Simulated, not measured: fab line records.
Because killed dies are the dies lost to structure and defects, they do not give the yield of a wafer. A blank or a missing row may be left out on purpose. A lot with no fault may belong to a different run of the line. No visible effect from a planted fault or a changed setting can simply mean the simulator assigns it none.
Matching of chambers :: flow gf180mcu :: GF_V3_ETCH_16 on rieDiel-02 has 4 sister chambers
The step etches BARC in N2/H2. 33 wafers are shown with their chamber, then 12 later ones without.

WAFERS WITH THEIR CHAMBER
wafer: L074.2
chamber: 1
drypumpMotorCurrentA (A): 5.9
oesProductAu (a.u.): 0.859
throttleValvePct (%): 13.230

wafer: L074.3
chamber: 3
drypumpMotorCurrentA (A): 6.0
oesProductAu (a.u.): 0.844
throttleValvePct (%): 13.211

wafer: L074.5
chamber: 1
drypumpMotorCurrentA (A): 5.9
oesProductAu (a.u.): 0.846
throttleValvePct (%): 13.231

wafer: L075.3
chamber: 0
drypumpMotorCurrentA (A): 5.5
oesProductAu (a.u.): 0.854
throttleValvePct (%): 13.219

wafer: L075.4
chamber: 2
drypumpMotorCurrentA (A): 6.3
oesProductAu (a.u.): 0.858
throttleValvePct (%): 13.249

wafer: L075.6
chamber: 1
drypumpMotorCurrentA (A): 5.9
oesProductAu (a.u.): 0.840
throttleValvePct (%): 13.217

wafer: L078.2
chamber: 3
drypumpMotorCurrentA (A): 6.0
oesProductAu (a.u.): 0.862
throttleValvePct (%): 13.222

wafer: L078.3
chamber: 2
drypumpMotorCurrentA (A): 6.3
oesProductAu (a.u.): 0.857
throttleValvePct (%): 13.222

wafer: L078.6
chamber: 0
drypumpMotorCurrentA (A): 5.5
oesProductAu (a.u.): 0.856
throttleValvePct (%): 13.227

wafer: L079.2
chamber: 3
drypumpMotorCurrentA (A): 6.0
oesProductAu (a.u.): 0.850
throttleValvePct (%): 13.229

wafer: L079.3
chamber: 0
drypumpMotorCurrentA (A): 5.5
oesProductAu (a.u.): 0.855
throttleValvePct (%): 13.217

wafer: L079.5
chamber: 2
drypumpMotorCurrentA (A): 6.3
oesProductAu (a.u.): 0.852
throttleValvePct (%): 13.222

wafer: L080.3
chamber: 3
drypumpMotorCurrentA (A): 6.0
oesProductAu (a.u.): 0.859
throttleValvePct (%): 13.235

wafer: L080.4
chamber: 2
drypumpMotorCurrentA (A): 6.3
oesProductAu (a.u.): 0.853
throttleValvePct (%): 13.211

wafer: L080.6
chamber: 3
drypumpMotorCurrentA (A): 6.0
oesProductAu (a.u.): 0.857
throttleValvePct (%): 13.234

wafer: L082.1
chamber: 0
drypumpMotorCurrentA (A): 5.5
oesProductAu (a.u.): 0.855
throttleValvePct (%): 13.223

wafer: L082.2
chamber: 2
drypumpMotorCurrentA (A): 6.3
oesProductAu (a.u.): 0.862
throttleValvePct (%): 13.215

wafer: L082.3
chamber: 3
drypumpMotorCurrentA (A): 6.0
oesProductAu (a.u.): 0.857
throttleValvePct (%): 13.224

wafer: L082.4
chamber: 1
drypumpMotorCurrentA (A): 5.9
oesProductAu (a.u.): 0.856
throttleValvePct (%): 13.232

wafer: L082.5
chamber: 0
drypumpMotorCurrentA (A): 5.5
oesProductAu (a.u.): 0.848
throttleValvePct (%): 13.209

wafer: L082.6
chamber: 1
drypumpMotorCurrentA (A): 5.9
oesProductAu (a.u.): 0.848
throttleValvePct (%): 13.228

wafer: L088.1
chamber: 1
drypumpMotorCurrentA (A): 5.8
oesProductAu (a.u.): 0.862
throttleValvePct (%): 13.231

wafer: L088.2
chamber: 3
drypumpMotorCurrentA (A): 6.0
oesProductAu (a.u.): 0.860
throttleValvePct (%): 13.231

wafer: L088.3
chamber: 0
drypumpMotorCurrentA (A): 5.5
oesProductAu (a.u.): 0.855
throttleValvePct (%): 13.221

wafer: L088.4
chamber: 2
drypumpMotorCurrentA (A): 6.3
oesProductAu (a.u.): 0.853
throttleValvePct (%): 13.221

wafer: L088.5
chamber: 0
drypumpMotorCurrentA (A): 5.5
oesProductAu (a.u.): 0.852
throttleValvePct (%): 13.223

wafer: L088.6
chamber: 1
drypumpMotorCurrentA (A): 5.8
oesProductAu (a.u.): 0.853
throttleValvePct (%): 13.233

wafer: L089.2
chamber: 0
drypumpMotorCurrentA (A): 5.5
oesProductAu (a.u.): 0.857
throttleValvePct (%): 13.233

wafer: L089.3
chamber: 2
drypumpMotorCurrentA (A): 6.3
oesProductAu (a.u.): 0.852
throttleValvePct (%): 13.234

wafer: L089.5
chamber: 2
drypumpMotorCurrentA (A): 6.3
oesProductAu (a.u.): 0.848
throttleValvePct (%): 13.233

wafer: L090.1
chamber: 2
drypumpMotorCurrentA (A): 6.3
oesProductAu (a.u.): 0.863
throttleValvePct (%): 13.223

wafer: L090.2
chamber: 0
drypumpMotorCurrentA (A): 5.5
oesProductAu (a.u.): 0.862
throttleValvePct (%): 13.241

wafer: L090.5
chamber: 0
drypumpMotorCurrentA (A): 5.5
oesProductAu (a.u.): 0.862
throttleValvePct (%): 13.226

SIGNATURES (averages over the wafers above)
reading: drypumpMotorCurrentA
chamber 0: 5.500
chamber 1: 5.871
chamber 2: 6.300
chamber 3: 6.000
scatter within a chamber: 0.0222

reading: oesProductAu
chamber 0: 0.85560
chamber 1: 0.85200
chamber 2: 0.85533
chamber 3: 0.85557
scatter within a chamber: 0.00576

reading: throttleValvePct
chamber 0: 13.22390
chamber 1: 13.22886
chamber 2: 13.22556
chamber 3: 13.22657
scatter within a chamber: 0.00899
Rule: distance of a wafer from a chamber = root of the sum over the readings of ((wafer's reading minus chamber's mean) / reading's scatter) squared. The wafer belongs to the nearest chamber; if the next one is less than 2 further off, it can't be placed. The scatter: take each reading less its chamber's mean, square it, sum over the shown wafers, divide by the number of wafers less the number of chambers, and take the root.

WAFERS WITH NO CHAMBER GIVEN
wafer: L092.1
drypumpMotorCurrentA (A): 6.3
oesProductAu (a.u.): 0.859
throttleValvePct (%): 13.211

wafer: L092.4
drypumpMotorCurrentA (A): 5.5
oesProductAu (a.u.): 0.852
throttleValvePct (%): 13.225

wafer: L092.5
drypumpMotorCurrentA (A): 5.8
oesProductAu (a.u.): 0.857
throttleValvePct (%): 13.242

wafer: L093.3
drypumpMotorCurrentA (A): 5.9
oesProductAu (a.u.): 0.844
throttleValvePct (%): 13.246

wafer: L093.4
drypumpMotorCurrentA (A): 6.3
oesProductAu (a.u.): 0.847
throttleValvePct (%): 13.205

wafer: L093.6
drypumpMotorCurrentA (A): 6.0
oesProductAu (a.u.): 0.853
throttleValvePct (%): 13.223

wafer: L094.1
drypumpMotorCurrentA (A): 6.0
oesProductAu (a.u.): 0.849
throttleValvePct (%): 13.224

wafer: L094.4
drypumpMotorCurrentA (A): 5.9
oesProductAu (a.u.): 0.860
throttleValvePct (%): 13.213

wafer: L094.6
drypumpMotorCurrentA (A): 6.3
oesProductAu (a.u.): 0.854
throttleValvePct (%): 13.226

wafer: L095.2
drypumpMotorCurrentA (A): 5.8
oesProductAu (a.u.): 0.853
throttleValvePct (%): 13.238

wafer: L095.3
drypumpMotorCurrentA (A): 6.3
oesProductAu (a.u.): 0.860
throttleValvePct (%): 13.238

wafer: L095.6
drypumpMotorCurrentA (A): 5.8
oesProductAu (a.u.): 0.848
throttleValvePct (%): 13.227

EACH ONE'S CHAMBER
wafer: L092.1
from the rows above: 2
in truth: 2

wafer: L092.4
from the rows above: 0
in truth: 0

wafer: L092.5
from the rows above: 1
in truth: 1

wafer: L093.3
from the rows above: 1
in truth: 1

wafer: L093.4
from the rows above: 2
in truth: 2

wafer: L093.6
from the rows above: 3
in truth: 3

wafer: L094.1
from the rows above: 3
in truth: 3

wafer: L094.4
from the rows above: 1
in truth: 1

wafer: L094.6
from the rows above: 2
in truth: 2

wafer: L095.2
from the rows above: 1
in truth: 1

wafer: L095.3
from the rows above: 2
in truth: 2

wafer: L095.6
from the rows above: 1
in truth: 1
Correct placement for 12 of the 12. Number that these rows cannot place: 0. Placed wrongly: 0.
